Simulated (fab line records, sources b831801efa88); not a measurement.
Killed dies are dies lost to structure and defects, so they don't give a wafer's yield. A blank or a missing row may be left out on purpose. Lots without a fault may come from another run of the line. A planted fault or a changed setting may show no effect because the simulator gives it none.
Which tool did it? | flow sfq_line | 7 lots, 21 wafers sampled, at 3 steps of a route of 325

WHAT THE GAUGES READ, wafer by wafer
SFQ_M2_RS_MEAS_914: measures by four-point-probe.
lot  | measured     | on            | M2_NB_RS (ohm/sq)
L817 | day 31 11:25 | film_metro-01 | 0.896 0.887 0.905
L819 | day 32 09:09 | film_metro-02 | 0.880 0.879 0.879
L824 | day 35 16:05 | film_metro-02 | 0.442 0.442 0.438
L832 | day 38 08:14 | film_metro-01 | 0.902 0.893 0.901
L834 | day 39 04:03 | film_metro-01 | 0.886 0.900 0.896
L836 | day 40 00:43 | film_metro-01 | 0.908 0.913 0.907
L838 | day 40 16:17 | film_metro-03 | 0.899 0.898 0.895

WHICH TOOL RAN EACH LOT (tool, then ch and the chambers of the sampled wafers, then the start)
lot  | SFQ_TRILAYER_L0_BARC_OPEN_METAL_ETCH_010 | SFQ_TRILAYER_M2_DEP_SPUTTER_055
L817 | rie_metal-04 ch 0,1, day 4 12:50         | pvd_sputter-06, day 31 11:19
L819 | rie_metal-04 ch 0,1, day 5 01:32         | pvd_sputter-06, day 32 09:03
L824 | rie_metal-04 ch 0,1, day 6 17:46         | pvd_sputter-04, day 35 15:44
L832 | rie_metal-02 ch 0, day 8 10:34           | pvd_sputter-06, day 38 08:08
L834 | rie_metal-02 ch 0, day 9 02:25           | pvd_sputter-04, day 39 03:56
L836 | rie_metal-02 ch 0,1, day 9 15:56         | pvd_sputter-06, day 40 00:35
L838 | rie_metal-01 ch 0,1, day 10 04:02        | pvd_sputter-05, day 40 16:11
- SFQ_TRILAYER_L0_BARC_OPEN_METAL_ETCH_010: etches BARC in O2, target depth 125 nm, time 41.7 s.
- SFQ_TRILAYER_M2_DEP_SPUTTER_055: material Nb, target thk 200 nm, time 133.3 s.

THE ANSWER, worked out from the rows above alone
Rule: what is usual is taken from the lots themselves. Put in order of their means at a reading, lots are off if they are a third of the lots or fewer, leave a main group of 4 or more, and stand apart from it by a gap of 3 or more times the standard deviation of the main group's means; of several such gaps the widest counts. A main group whose means are all the same, to the digits that the tables above print for the reading, isn't used. A lot without any number at a reading at which 4 lots or more have one is off too. The other lots that the step has rows for count as sound.
Off: L824, at SFQ_M2_RS_MEAS_914 (M2_NB_RS). The main group: mean 0.896 ohm/sq, standard deviation 0.0088.
A tool fits if, at a process step before that reading, it ran every lot that is off, and no sound lot after the first of them. The gauges at SFQ_M2_RS_MEAS_914 are tried like those tools. Can't be told from this: 2 tools fit, rie_metal-04 at SFQ_TRILAYER_L0_BARC_OPEN_METAL_ETCH_010, film_metro-02 at SFQ_M2_RS_MEAS_914.

WHAT THE SIMULATOR HAD PUT IN
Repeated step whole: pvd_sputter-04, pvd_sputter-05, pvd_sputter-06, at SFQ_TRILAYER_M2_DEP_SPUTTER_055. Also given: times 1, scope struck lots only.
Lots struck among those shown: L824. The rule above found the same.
